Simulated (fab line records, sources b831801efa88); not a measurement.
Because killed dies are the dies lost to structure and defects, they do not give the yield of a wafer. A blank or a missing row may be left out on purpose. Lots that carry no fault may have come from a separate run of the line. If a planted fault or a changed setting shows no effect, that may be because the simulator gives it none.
Problem report in the 8D (eight disciplines) form, filled by code :: flow sky130 :: the parts of the form that need people (team, actions taken, sign-off) are left out

== 1. WHAT WENT WRONG ==
oes product au at SKY_VIA3_ETCH_14 reads a mean of 0.962 a.u. on 1 wafer of 1 lot; wafers without a fault read 0.855 a.u. with a standard deviation of 0.0047. That is +23 standard deviations from the usual mean.
The step: etches BARC in N2/H2, stops on SiO2, time 45.9 s, target depth 60 nm.
First observed at day 42 00:50: wafer L438.1, on rie diel-04. The record has a number at this step for 33 wafers belonging to 11 lots. The rule behind "out" and "out of limits": a value lying over 4 standard deviations away from the usual mean. The rest of the wafers with a number are treated as sound.

== 2. WHAT IT IS AND WHAT IT IS NOT ==
question: which readings at this step
is: oes product au, run length s
is not: drypump motor current A, throttle valve pct

question: which lots
is: L438
is not: L430, L431, L434, L435, L436, L448, L450, L451, L452, L453

question: which wafers of those lots
is: L438.1
is not: L438.4, L438.6

question: read on which tools
is: rie diel-04
is not: rie diel-01, rie diel-03

question: when
is: from day 42 00:50
is not: up to then (17 sound wafers); but 15 sound wafers of L448, L450, L451, L452, L453 came after

== 3. THE SUSPECTS, EACH WITH WHAT RULES IT OUT ==
Counting: a tool at a process step up to the reading stays a suspect if it ran every lot that is out. Sound lots after the first of them don't rule it out here, since some wafers of a struck lot are sound.
- rie diel-04 at SKY_VIA3_ETCH_14 (etches BARC in N2/H2, stops on SiO2, time 45.9 s, target depth 60 nm): kept. The lot that is out, L438, ran on it at day 42 00:50; the last sound lot it ran before that was L436, at day 41 07:58. Out on those wafers are its own readings of oes product au, run length s.
- Within rie diel-04 at SKY_VIA3_ETCH_14: the wafers that are out ran in chamber 0; their sound lot-mates ran in chambers 1, 2.
The count leaves rie diel-04 at SKY_VIA3_ETCH_14.

== 4. THE CAUSE (what the simulator had put in) ==
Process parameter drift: rie diel-04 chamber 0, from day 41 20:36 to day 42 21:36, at SKY_VIA3_ETCH_14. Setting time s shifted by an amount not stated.
Only this tool survived the counting.

== 5. SEQUENCE OF EFFECTS, ordered by route ==
One row per reading whose mean, taken over the struck wafers that have a number, lies over 3 standard deviations from the usual. Only readings for which the record gives a usual standard deviation are gone through. hours: the time from each lot's start at the first step in this table that gives one to its start at this step, as a median over the lots. sigmas: the change in usual standard deviations.
hours: 0
step: SKY_VIA3_ETCH_14
reading: oes product au
usual: 0.855 a.u.
on struck wafers: 0.962
change: +0.107
sigmas: +23

hours: 0
step: SKY_VIA3_ETCH_14
reading: run length s
usual: 74.1 s
on struck wafers: 68.1
change: -6.0
sigmas: -11

hours: 0
step: SKY_VIA3_STRIP_16
reading: strip time to endpoint s
usual: 4.140 s
on struck wafers: 4.235
change: +0.095
sigmas: +3.8
Process steps it contains:
- SKY_VIA3_ETCH_14: etches BARC in N2/H2, stops on SiO2, time 45.9 s, target depth 60 nm.
- SKY_VIA3_STRIP_16: strips in O2/N2.

== 6. HOW IT WOULD HAVE BEEN CAUGHT EARLIER ==
In this record the first reading out of limits was taken at day 42 00:50, 4 hours after the fault began at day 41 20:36.
